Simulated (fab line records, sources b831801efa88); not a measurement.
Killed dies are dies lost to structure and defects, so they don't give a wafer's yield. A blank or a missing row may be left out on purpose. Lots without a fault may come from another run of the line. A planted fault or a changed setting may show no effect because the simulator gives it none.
A struck lot beside a sound one | flow sfq_line | 42 steps out of a route of 325
Sound: wafers L257.2, L257.4, L257.5. Struck: wafers L261.2, L261.3, L261.5. The cause comes at the end.
At each step with rows: each side's tool, then ch and its chambers, then its first start. Under that, the readings that differ: sound wafers | struck wafers | difference of the means | sigmas: that difference in standard deviations of wafers without a fault.
alike: readings whose means differ by less than 2 such deviations, and words and numbers that are the same on both sides. not compared: withheld readings, readings that some wafer has no value for, bounds like >300 that may hide the same value, and numbers for which the record gives no deviation and whose values overlap.
The two part at a step that has a row with sigmas, a row that says differs or no value, or rows on one side only. Numbers that don't overlap but have no deviation are shown without sigmas and don't part them. A reading that every wafer of one side lacks parts them only if that side has two wafers or more.

first, 6 steps without rows for these wafers: SFQ_TRILAYER_I2_VIA_LITHO_COAT_072 (resist thk 62 nm); SFQ_TRILAYER_I2_VIA_LITHO_COAT_067 (resist thk 650 nm); SFQ_TRILAYER_I2_VIA_LITHO_SOFTBAKE_071; SFQ_TRILAYER_I2_VIA_LITHO_EXPOSE_068 (exposes mask I2, target cd 500 nm); SFQ_TRILAYER_I2_VIA_LITHO_PEB_070 (peb time 60 s); SFQ_TRILAYER_I2_VIA_LITHO_DEVELOP_069 (time 60 s).
SFQ_I2_OVL_MEAS_918:
  sound on overlay-02, day 27 17:29; struck on overlay-02, day 28 22:35
  alike: I2_OVL
SFQ_TRILAYER_I2_VIA_BARC_OPEN_VIA_ETCH_096: etches BARC in O2, target depth 125 nm, time 41.7 s.
  sound on rie_diel-01 ch 0,1,2, day 27 17:31; struck on rie_diel-02 ch 1,2,3, day 28 22:37
  alike: drypump_motor_current_A, oes_product_au
  not compared: rf_hours_counter_h
then, 1 step without rows for these wafers: SFQ_TRILAYER_I2_VIA_ETCH_VIA_ETCH_070 (etches SiO2 in CHF3, stops on Nb, target depth 260 nm).
SFQ_TRILAYER_I2_VIA_STRIP_STRIP_071: strips in O2.
  sound on rie_metal-01 ch 0,1, day 27 17:40; struck on rie_metal-02 ch 1, day 28 22:46
  reading                     | sound             | struck            | difference | sigmas
  drypump_motor_current_A (A) | 5.1 5.1 5.2       | 5.9 6.0 6.0       | +0.8       | +2
  oes_product_au (a.u.)       | 1.003 1.012 1.014 | 0.993 0.984 0.984 | -0.023     | -2
  not compared: rf_hours_counter_h
then, 2 steps without rows for these wafers: SFQ_TRILAYER_I2_VIA_STRIP_SOLV_CLEAN_072 (cleans in NMP, time 600 s); SFQ_TRILAYER_M3_DEP_PRE_CLEAN_074 (time 22.5 s).
SFQ_TRILAYER_M3_DEP_SPUTTER_073: material Nb, target thk 200 nm, time 133.3 s.
  sound on pvd_sputter-05, day 27 18:28; struck on pvd_sputter-06, day 28 23:36
  reading                                             | sound             | struck            | difference | sigmas
  model.Nb_of_TRILAYER_M3_DEP_SPUTTER_073.thk_nm (nm) | 201.1 201.2 200.1 | 171.3 170.5 169.6 | -30.3      |
  alike: resputter_cathode_voltage_v, throttle_valve_pct
SFQ_M3_RS_MEAS_919: measures by four-point-probe.
  sound on film_metro-01, day 27 18:35; struck on film_metro-02, day 28 23:43
  reading           | sound             | struck            | difference | sigmas
  M3_NB_RS (ohm/sq) | 0.884 0.884 0.890 | 1.040 1.044 1.049 | +0.158     | +13
then, 6 steps without rows for these wafers: SFQ_TRILAYER_M3_LITHO_COAT_080 (resist thk 62 nm); SFQ_TRILAYER_M3_LITHO_COAT_075 (resist thk 600 nm); SFQ_TRILAYER_M3_LITHO_SOFTBAKE_079; SFQ_TRILAYER_M3_LITHO_EXPOSE_076 (exposes mask M3, target cd 500 nm); SFQ_TRILAYER_M3_LITHO_PEB_078 (peb time 60 s); SFQ_TRILAYER_M3_LITHO_DEVELOP_077 (time 60 s).
-- the record jumps here: 4 days lie between the struck wafers' starts before and after --
SFQ_M3_OVL_MEAS_921:
  sound on overlay-01, day 31 17:47; struck on overlay-02, day 32 20:11
  reading     | sound | struck   | difference | sigmas
  M3_OVL (nm) | 6 4 5 | -5 -5 -7 | -11        | -3
then, 1 step without rows for these wafers: SFQ_TRILAYER_M3_BARC_OPEN_METAL_ETCH_100 (etches BARC in O2, target depth 125 nm, time 41.7 s).
SFQ_TRILAYER_M3_ETCH_METAL_ETCH_078: etches Nb in Cl2/Ar, stops on SiO2, target depth 240 nm, time 120 s.
  sound on rie_metal-01 ch 0,1, day 31 17:52; struck on rie_metal-01 ch 0,1, day 32 20:16
  reading               | sound             | struck            | difference | sigmas
  oes_product_au (a.u.) | 0.893 0.902 0.895 | 0.819 0.814 0.818 | -0.080     | -9
  alike: drypump_motor_current_A
  not compared: rf_hours_counter_h
SFQ_TRILAYER_M3_STRIP_STRIP_079: strips in O2.
  sound on rie_metal-01 ch 0,1, day 31 17:59; struck on rie_metal-01 ch 0,1, day 32 20:23
  alike: drypump_motor_current_A, oes_product_au
  not compared: rf_hours_counter_h
then, 2 steps without rows for these wafers: SFQ_TRILAYER_M3_STRIP_SOLV_CLEAN_080 (cleans in NMP, time 600 s); SFQ_TRILAYER_I3_DEP_PECVD_081 (deposits SiO2 from SiH4/N2O, time 111.11 s, target thk 500 nm).
-- the record jumps here: 2 days lie between the struck wafers' starts before and after --
SFQ_TRILAYER_I3_CMP_CMP_082: polishes SiO2.
  sound on cmp-02 ch 0,2, day 34 03:17; struck on cmp-02 ch 0,2, day 35 07:01
  alike: edge_zone_pressure_frac, motor_current_A, platen_rpm, slurry_filter_dp_kPa, time_to_endpoint_s
SFQ_I3_BOW_MEAS_922:
  sound on film_metro-03, day 34 06:18; struck on film_metro-02, day 35 09:32
  alike: I3_BOW
then, 7 steps without rows for these wafers: SFQ_TRILAYER_I3_METRO_MEASURE_083; SFQ_TRILAYER_I3_VIA_LITHO_COAT_090 (resist thk 62 nm); SFQ_TRILAYER_I3_VIA_LITHO_COAT_085 (resist thk 650 nm); SFQ_TRILAYER_I3_VIA_LITHO_SOFTBAKE_089; SFQ_TRILAYER_I3_VIA_LITHO_EXPOSE_086 (exposes mask I3, target cd 500 nm); SFQ_TRILAYER_I3_VIA_LITHO_PEB_088 (peb time 60 s); SFQ_TRILAYER_I3_VIA_LITHO_DEVELOP_087 (time 60 s).
-- the record jumps here: 3 days lie between the struck wafers' starts before and after --
SFQ_I3_OVL_MEAS_923:
  sound on overlay-02, day 37 07:38; struck on overlay-02, day 38 11:14
  alike: I3_OVL
SFQ_TRILAYER_I3_VIA_BARC_OPEN_VIA_ETCH_121: etches BARC in O2, target depth 125 nm, time 41.7 s.
  sound on rie_diel-03 ch 1,2,3, day 37 07:40; struck on rie_diel-03 ch 0,2,3, day 38 11:16
  alike: drypump_motor_current_A, oes_product_au
  not compared: rf_hours_counter_h
then, 4 steps without rows for these wafers: SFQ_TRILAYER_I3_VIA_ETCH_VIA_ETCH_088 (etches SiO2 in CHF3, stops on Nb, target depth 260 nm); SFQ_TRILAYER_I3_VIA_STRIP_STRIP_089 (strips in O2); SFQ_TRILAYER_I3_VIA_STRIP_SOLV_CLEAN_090 (cleans in NMP, time 600 s); SFQ_TRILAYER_M4_DEP_PRE_CLEAN_092 (time 22.5 s).
-- the record jumps here: 42 days lie between the struck wafers' starts before and after --
SFQ_M8_BOW_MEAS_951:
  sound on film_metro-02, day 79 15:26; struck on film_metro-02, day 80 04:38
  reading                 | sound                | struck            | difference | sigmas
  model.etest.m3.ohm_um   | 1.754 1.749 1.77     | 2.062 2.07 2.088  | +0.316     |
  model.etest.i2.link_ohm | 1.94 1.947 1.952     | 2.165 2.17 2.174  | +0.223     |
  model.etest.m3.ohm_sq   | 0.8839 0.8837 0.8883 | 1.038 1.043 1.048 | +0.158     |
  model.etest.i3.link_ohm | 1.965 1.931 1.956    | 2.113 2.111 2.123 | +0.165     |
  alike: M8_BOW

WHERE THEY PART
First at SFQ_TRILAYER_I2_VIA_STRIP_STRIP_071; last, within this record, at SFQ_TRILAYER_M3_ETCH_METAL_ETCH_078. Later steps at which nothing parts them and some readings are alike: SFQ_TRILAYER_M3_STRIP_STRIP_079, SFQ_TRILAYER_I3_CMP_CMP_082, SFQ_I3_BOW_MEAS_922, SFQ_I3_OVL_MEAS_923, SFQ_TRILAYER_I3_VIA_BARC_OPEN_VIA_ETCH_121, SFQ_M8_BOW_MEAS_951.

WHY: what the simulator had put in
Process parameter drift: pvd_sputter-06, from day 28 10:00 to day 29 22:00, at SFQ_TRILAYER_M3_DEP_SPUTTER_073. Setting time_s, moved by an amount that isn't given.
